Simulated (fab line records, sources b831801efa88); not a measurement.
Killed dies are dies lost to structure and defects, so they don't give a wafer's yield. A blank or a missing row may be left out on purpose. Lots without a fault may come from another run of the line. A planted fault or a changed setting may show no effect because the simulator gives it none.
A struck lot beside a sound one | flow gf180mcu | 17 steps out of a route of 602
Sound: wafers L330.3, L330.4, L330.6. Struck: wafers L342.2, L342.4, L342.6. The cause comes at the end.
At each step with rows: each side's tool, then ch and its chambers, then its first start. Under that, the readings that differ: sound wafers | struck wafers | difference of the means | sigmas: that difference in standard deviations of wafers without a fault.
alike: readings whose means differ by less than 2 such deviations, and words and numbers that are the same on both sides. not compared: withheld readings, readings that some wafer has no value for, bounds like >300 that may hide the same value, and numbers for which the record gives no deviation and whose values overlap.
The two part at a step that has a row with sigmas, a row that says differs or no value, or rows on one side only. Numbers that don't overlap but have no deviation are shown without sigmas and don't part them. A reading that every wafer of one side lacks parts them only if that side has two wafers or more.

first, 4 steps without rows for these wafers: GF_M3_SOFTBAKE_10 (time 60 s); GF_M3_EXPOSE_11 (exposes mask Metal3, target cd 280 nm); GF_M3_PEB_12 (peb time 90 s); GF_M3_DEVELOP_13 (develop time 60 s).
GF_M3_CD_MEAS_14: target cd 280 nm.
  sound on cd_sem-02, day 24 01:14; struck on cd_sem-02, day 27 16:38
  alike: cd_nm
GF_M3_OVL_MEAS_15:
  sound on overlay-02, day 24 01:20; struck on overlay-02, day 27 16:45
  alike: M3_OVL
GF_M3_METAL_ETCH_16: etches the open film in Cl2/BCl3, stops on SiO2, target depth 750.8 nm, time 125.1 s.
  sound on rie_metal-01 ch 0,1, day 24 01:24; struck on rie_metal-03 ch 0,1, day 27 16:47
  alike: drypump_motor_current_A, oes_product_au, throttle_valve_pct
  not compared: rf_hours_counter_h
GF_M3_STRIP_17: strips in O2/N2.
  sound on plasma_asher-03 ch 0,1, day 24 01:31; struck on plasma_asher-03 ch 0,1, day 27 16:55
  alike: drypump_motor_current_A, heater_power_w, oes_product_au, strip_time_to_endpoint_s
  not compared: rf_hours_counter_h
then, 3 steps without rows for these wafers: GF_M3_STRIP_18 (strips in post etch residue remover, time 1200 s); GF_M3_CLEAN_19 (cleans in DIW); GF_V3_CVD_00 (deposits SiO2, target thk 600 nm, time 100 s).
GF_V3_THK_MEAS_01:
  sound on film_metro-03, day 24 02:08; struck on film_metro-02, day 27 17:31
  alike: V3_CVD_00_THK
GF_V3_CVD_02: deposits SiO2 from TEOS, target thk 850 nm, time 94.851 s.
  sound on pecvd-04 ch 0,2, day 24 02:11; struck on pecvd-04 ch 0,1,2, day 27 17:34
  reading                             | sound             | struck            | difference | sigmas
  run_length_s (s)                    | 122.3 122.8 122.8 | 142.0 140.7 140.2 | +18.3      | +30
  model.SiO2_of_V3_CVD_02.thk_nm (nm) | 841.4 850.7 849   | 1000 1023 1015    | +166       |
  alike: heater_power_w
  not compared: since_wet_clean_h
GF_V3_THK_MEAS_03:
  sound on film_metro-02, day 24 02:16; struck on film_metro-03, day 27 17:39
  reading            | sound       | struck         | difference | sigmas
  V3_CVD_02_THK (nm) | 841 851 849 | 1001 1024 1016 | +167       | +17
GF_V3_CMP_04: polishes SiO2.
  sound on cmp-01 ch 0,1, day 24 02:19; struck on cmp-02 ch 1,2, day 27 17:50
  reading                | sound    | struck      | difference | sigmas
  time_to_endpoint_s (s) | 80 83 82 | 137 143 142 | +59        | +9
  alike: motor_current_A, platen_rpm
GF_V3_BOW_MEAS_05:
  sound on film_metro-02, day 24 02:39; struck on film_metro-03, day 27 18:09
  alike: V3_BOW
then, 1 step without rows for these wafers: GF_PASSIVATION_PROBE_99.

WHERE THEY PART
First at GF_V3_CVD_02; last, within this record, at GF_V3_CMP_04. Later steps at which nothing parts them and some readings are alike: GF_V3_BOW_MEAS_05.

WHY: what the simulator had put in
Process parameter drift: pecvd-04, from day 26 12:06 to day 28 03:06, at GF_V3_CVD_02. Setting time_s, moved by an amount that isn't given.
